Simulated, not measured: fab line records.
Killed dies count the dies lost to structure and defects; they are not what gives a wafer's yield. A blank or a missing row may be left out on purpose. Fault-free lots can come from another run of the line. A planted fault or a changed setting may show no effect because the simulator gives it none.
8D (eight disciplines) problem report, filled in by code | flow gf180mcu | the parts of the form that need people (team, actions taken, sign-off) are left out

== 1. WHAT IS WRONG ==
Wafers without a fault read 21.01 C, standard deviation 0.11; developerTempC at GF_POLY_GATE_DEVELOP_09 reads a mean of 20.38 C on 6 wafers belonging to 2 lots. Relative to the usual mean, that is a shift of -5.7 standard deviations.
The step: develop time 60 s.
Earliest sighting: wafer L390.2 on lithoTrack-02 at day 12 23:55. At this step, 42 wafers from 14 lots have a number in the record. Rule for "out" (also "out of limits"): further than 4 standard deviations from the usual mean. All remaining wafers that have a number are taken as sound.

== 2. WHAT IT IS, AND WHAT IT ISN'T ==
question                    | is                     | is not
which readings at this step | developerTempC         | -
which lots                  | L390, L394             | L378, L379, L380, L381, L382, L383, L384, L385, L386, L387, L398, L399
which wafers of those lots  | all that have a number | -
read on which tools         | lithoTrack-02          | lithoTrack-01, lithoTrack-03
when                        | from day 12 23:55      | up to then (30 sound wafers); but 6 sound wafers of L398, L399 came after

== 3. WHAT RULES OUT EACH SUSPECT ==
Counting: any tool at a process step up to the reading is kept as a suspect provided that every lot that is out went through it and no sound lot did after the first of them.
- lithoTrack-02 at GF_POLY_GATE_DEVELOP_09 (develop time 60 s): kept. It ran every lot that is out, first L390 (day 12 23:55), and no sound lot after that; its last sound lot up to then is L387 (day 11 17:56). Its own developerTempC readings are out on those wafers.
Left after counting: lithoTrack-02 at GF_POLY_GATE_DEVELOP_09.

== 4. THE CAUSE (what the simulator had put in) ==
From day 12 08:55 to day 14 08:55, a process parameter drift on lithoTrack-02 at GF_POLY_GATE_DEVELOP_09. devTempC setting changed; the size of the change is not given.
Counting left only this tool.

== 5. THE CHAIN OF EFFECTS, in route order ==
Each row: a reading whose mean over the struck wafers that have a number lies more than 3 standard deviations from the usual. Readings are gone through only where the record gives a usual standard deviation; hours: the median, over the lots, of the time from a lot's start at the first step in this table giving one to that lot's start at this step; sigmas: the change measured in usual standard deviations.
hours | step                    | reading        | usual   | on struck wafers | change | sigmas
0     | GF_POLY_GATE_DEVELOP_09 | developerTempC | 21.01 C | 20.38            | -0.63  | -5.7
Process steps it contains:
- GF_POLY_GATE_DEVELOP_09: develop time 60 s.
Later measuring or inspecting steps at which every struck wafer that the step has a row for has a number for every such reading, and none has moved that far: GF_HV_LDD_CD_MEAS_07.

== 6. HOW IT WOULD HAVE BEEN CAUGHT EARLIER ==
The fault began at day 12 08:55; the first out-of-limits reading in this record came at day 12 23:55, 15 hours later.
